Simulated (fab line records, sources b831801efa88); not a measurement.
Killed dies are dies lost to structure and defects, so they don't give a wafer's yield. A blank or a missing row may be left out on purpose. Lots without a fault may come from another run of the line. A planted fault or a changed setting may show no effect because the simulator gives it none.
Which tool did it? | flow gf180mcu | 7 lots, 21 wafers sampled, at 3 steps of a route of 602

WHAT THE GAUGES READ, wafer by wafer
GF_TOP_METAL_CD_MEAS_14: target cd 440 nm.
lot  | measured     | on        | cd_nm (nm)
L259 | day 28 18:35 | cd_sem-01 | 440.2 440.0 439.4
L261 | day 29 06:02 | cd_sem-01 | 441.7 441.7 441.6
L263 | day 29 20:20 | cd_sem-02 | 440.1 440.4 438.3
L270 | day 31 23:59 | cd_sem-01 | 438.6 442.8 440.5
L273 | day 32 14:11 | cd_sem-02 | 441.6 439.4 440.1
L277 | day 33 13:05 | cd_sem-01 | 440.1 438.5 439.5
L280 | day 34 08:14 | cd_sem-01 | 442.7 440.5 444.0

WHICH TOOL RAN EACH LOT (tool, then ch and the chambers of the sampled wafers, then the start)
lot  | GF_STI_ETCH_13                    | GF_TOP_METAL_SPUTTER_02
L259 | rie_diel-02 ch 0,1,2, day 2 11:40 | pvd_sputter-03, day 27 22:31
L261 | rie_diel-04 ch 1,2, day 2 22:04   | pvd_sputter-03, day 28 10:47
L263 | rie_diel-02 ch 0,1, day 3 08:01   | pvd_sputter-03, day 29 01:18
L270 | rie_diel-01 ch 0,1,2, day 4 20:19 | pvd_sputter-02, day 31 06:54
L273 | rie_diel-01 ch 0,1,3, day 5 11:28 | pvd_sputter-01, day 31 21:55
L277 | rie_diel-02 ch 0,1,2, day 6 08:07 | pvd_sputter-03, day 32 21:20
L280 | rie_diel-02 ch 0,1, day 7 00:55   | pvd_sputter-02, day 33 16:29
- GF_STI_ETCH_13: etches the open film in CHF3/O2, stops on Si, target depth 282.31 nm, time 112.9 s.
- GF_TOP_METAL_SPUTTER_02: material AlCu, target thk 900 nm, time 47.82 s.

THE ANSWER, worked out from the rows above alone
Rule: what is usual is taken from the lots themselves. Put in order of their means at a reading, lots are off if they are a third of the lots or fewer, leave a main group of 4 or more, and stand apart from it by a gap of 3 or more times the standard deviation of the main group's means; of several such gaps the widest counts. A main group whose means are all the same, to the digits that the tables above print for the reading, isn't used. A lot without any number at a reading at which 4 lots or more have one is off too. The other lots that the step has rows for count as sound.
No lot is off at any reading shown: from this, nothing can be told.

WHAT THE SIMULATOR HAD PUT IN
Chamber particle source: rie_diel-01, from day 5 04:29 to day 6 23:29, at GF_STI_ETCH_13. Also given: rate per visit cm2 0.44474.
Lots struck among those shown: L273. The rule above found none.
